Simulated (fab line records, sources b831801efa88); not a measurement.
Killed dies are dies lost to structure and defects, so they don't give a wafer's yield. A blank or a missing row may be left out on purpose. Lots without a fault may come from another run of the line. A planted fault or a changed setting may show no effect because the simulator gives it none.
Which tool did it? | flow gf180mcu | 13 lots, 39 wafers sampled, at 4 steps of a route of 602

WHAT THE GAUGES READ, wafer by wafer
GF_PASSIVATION_BOW_MEAS_14.
lot  | measured     | on            | PASSIVATION_BOW (um)
L136 | day 29 02:26 | film_metro-04 | 150 150 148
L137 | day 29 19:42 | film_metro-01 | 129 150 136
L138 | day 29 20:47 | film_metro-02 | 141 133 133
L139 | day 29 23:18 | film_metro-02 | 122 122 134
L140 | day 30 13:04 | film_metro-04 | 116 127 127
L143 | day 31 06:04 | film_metro-02 | 113 123 119
L146 | day 32 00:56 | film_metro-04 | 140 153 135
L152 | day 33 12:26 | film_metro-01 | 144 149 130
L153 | day 33 17:53 | film_metro-01 | 114 111 107
L154 | day 33 19:29 | film_metro-02 | 136 128 127
L156 | day 34 09:02 | film_metro-04 | 131 141 130
L157 | day 34 12:02 | film_metro-04 | 158 157 152
L159 | day 34 20:08 | film_metro-01 | 161 159 149

WHICH TOOL RAN EACH LOT (tool, then ch and the chambers of the sampled wafers, then the start)
lot  | GF_M2_SPUTTER_02             | GF_TOP_METAL_SPUTTER_00      | GF_TOP_METAL_SPUTTER_04
L136 | pvd_sputter-03, day 18 07:00 | pvd_sputter-03, day 27 07:30 | pvd_sputter-03, day 27 07:41
L137 | pvd_sputter-03, day 19 04:22 | pvd_sputter-03, day 28 01:38 | pvd_sputter-03, day 28 01:50
L138 | pvd_sputter-03, day 19 05:52 | pvd_sputter-04, day 28 03:47 | pvd_sputter-04, day 28 03:59
L139 | pvd_sputter-04, day 19 10:28 | pvd_sputter-03, day 28 06:09 | pvd_sputter-03, day 28 06:20
L140 | pvd_sputter-04, day 20 03:13 | pvd_sputter-03, day 28 20:28 | pvd_sputter-03, day 28 20:40
L143 | pvd_sputter-03, day 21 02:19 | pvd_sputter-01, day 29 14:11 | pvd_sputter-01, day 29 14:22
L146 | pvd_sputter-04, day 22 02:53 | pvd_sputter-01, day 30 09:43 | pvd_sputter-01, day 30 09:54
L152 | pvd_sputter-04, day 24 01:10 | pvd_sputter-04, day 32 00:54 | pvd_sputter-04, day 32 01:05
L153 | pvd_sputter-04, day 24 11:04 | pvd_sputter-04, day 32 06:48 | pvd_sputter-04, day 32 06:59
L154 | pvd_sputter-03, day 24 14:21 | pvd_sputter-03, day 32 08:35 | pvd_sputter-03, day 32 08:46
L156 | pvd_sputter-03, day 25 05:37 | pvd_sputter-01, day 32 23:10 | pvd_sputter-01, day 32 23:22
L157 | pvd_sputter-04, day 25 15:17 | pvd_sputter-04, day 33 03:25 | pvd_sputter-04, day 33 03:37
L159 | pvd_sputter-03, day 25 22:16 | pvd_sputter-03, day 33 11:08 | pvd_sputter-03, day 33 11:19
- GF_M2_SPUTTER_02: material AlCu, target thk 450 nm, time 23.9 s.
- GF_TOP_METAL_SPUTTER_00: material Ti, target thk 37.5 nm, time 150 s.
- GF_TOP_METAL_SPUTTER_04: material TiN, target thk 25 nm, time 20.8 s.

WHAT THE TOOLS THEMSELVES READ (means of the sampled wafers that have a number; where no wafer has one, the mark that the record gives instead)
GF_M2_SPUTTER_02.
lot  | tool           | throttle_valve_pct (%)
L136 | pvd_sputter-03 | 29.0
L137 | pvd_sputter-03 | 30.0
L138 | pvd_sputter-03 | 29.0
L139 | pvd_sputter-04 | 30.2
L140 | pvd_sputter-04 | 30.0
L143 | pvd_sputter-03 | 29.0
L146 | pvd_sputter-04 | 30.3
L152 | pvd_sputter-04 | 30.8
L153 | pvd_sputter-04 | 31.4
L154 | pvd_sputter-03 | 29.7
L156 | pvd_sputter-03 | 29.6
L157 | pvd_sputter-04 | 30.2
L159 | pvd_sputter-03 | 30.1

GF_TOP_METAL_SPUTTER_00.
lot  | tool           | throttle_valve_pct (%)
L136 | pvd_sputter-03 | 29.7
L137 | pvd_sputter-03 | 30.2
L138 | pvd_sputter-04 | 31.3
L139 | pvd_sputter-03 | 29.8
L140 | pvd_sputter-03 | 29.7
L143 | pvd_sputter-01 | 29.8
L146 | pvd_sputter-01 | 30.4
L152 | pvd_sputter-04 | 30.9
L153 | pvd_sputter-04 | 30.0
L154 | pvd_sputter-03 | 30.3
L156 | pvd_sputter-01 | 30.7
L157 | pvd_sputter-04 | 30.2
L159 | pvd_sputter-03 | 29.8

GF_TOP_METAL_SPUTTER_04.
lot  | tool           | throttle_valve_pct (%)
L136 | pvd_sputter-03 | 29.6
L137 | pvd_sputter-03 | 30.2
L138 | pvd_sputter-04 | 31.4
L139 | pvd_sputter-03 | 29.5
L140 | pvd_sputter-03 | 29.7
L143 | pvd_sputter-01 | 29.7
L146 | pvd_sputter-01 | 30.3
L152 | pvd_sputter-04 | 31.1
L153 | pvd_sputter-04 | 30.1
L154 | pvd_sputter-03 | 30.1
L156 | pvd_sputter-01 | 30.5
L157 | pvd_sputter-04 | 30.0
L159 | pvd_sputter-03 | 29.8

THE ANSWER, worked out from the rows above alone
Rule: what is usual is taken from the lots themselves. Put in order of their means at a reading, lots are off if they are a third of the lots or fewer, leave a main group of 4 or more, and stand apart from it by a gap of 3 or more times the standard deviation of the main group's means; of several such gaps the widest counts. A main group whose means are all the same, to the digits that the tables above print for the reading, isn't used. A lot without any number at a reading at which 4 lots or more have one is off too. The other lots that the step has rows for count as sound. The gauges are gone through in route order, then the tools' own readings, and for those a lot's mean is taken as printed above. The first step at which some lot is off is used, and at that step the reading that is off furthest; a lot without a number counts as furthest.
No lot is off at any reading shown: from this, nothing can be told.

WHAT THE SIMULATOR HAD PUT IN
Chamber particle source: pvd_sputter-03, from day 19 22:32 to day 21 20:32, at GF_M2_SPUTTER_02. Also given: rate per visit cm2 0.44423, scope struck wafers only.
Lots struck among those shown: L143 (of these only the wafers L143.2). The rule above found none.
